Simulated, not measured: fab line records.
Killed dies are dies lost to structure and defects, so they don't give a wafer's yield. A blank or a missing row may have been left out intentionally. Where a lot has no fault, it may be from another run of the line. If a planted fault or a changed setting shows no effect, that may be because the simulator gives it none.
Chamber matching ; flow gf180mcu ; GF_STI_ETCH_13 on rieDiel-02: 4 sister chambers
The step etches the open film in CHF3/O2, stops on Si, target depth 282.31 nm, time 112.9 s. 4 wafers are shown with their chamber, then 8 later ones without.

== WAFERS PAIRED WITH THEIR CHAMBERS ==
wafer;chamber;drypumpMotorCurrentA (A)
L121.2;3;6.1
L132.5;0;5.7
L132.6;1;6.2
L137.1;2;6.0

== WAFERS MISSING THEIR CHAMBER ==
wafer;drypumpMotorCurrentA (A)
L137.4;5.8
L137.5;6.1
L138.2;6.1
L138.3;5.8
L138.4;5.7
L142.1;6.1
L142.3;5.8
L142.4;5.9

== EACH ONE'S CHAMBER ==
wafer;from the rows above;in truth
L137.4;can't be placed: 0 or 2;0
L137.5;can't be placed: 3 or 2 or 1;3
L138.2;can't be placed: 3 or 2 or 1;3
L138.3;can't be placed: 0 or 2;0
L138.4;0;0
L142.1;can't be placed: 3 or 2 or 1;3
L142.3;can't be placed: 0 or 2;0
L142.4;can't be placed: 2 or 3 or 0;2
Placed correctly: 1 of 8. Not placeable from these rows: 7 (in 7, the candidates include the true chamber). 0 placed wrongly.
How it was worked out, from the rows above alone: a wafer's distance from a chamber is the root of the sum, over the readings, of the square of ((its reading less the chamber's mean) divided by the reading's scatter). If the next closest chamber is less than 2 further off than the closest, the wafer can't be placed; otherwise it belongs to the closest. A chamber's mean is the mean of its shown wafers. The scatter: root of mean squared gap, hidden wafer to nearest shown wafer, with one shown wafer a chamber.
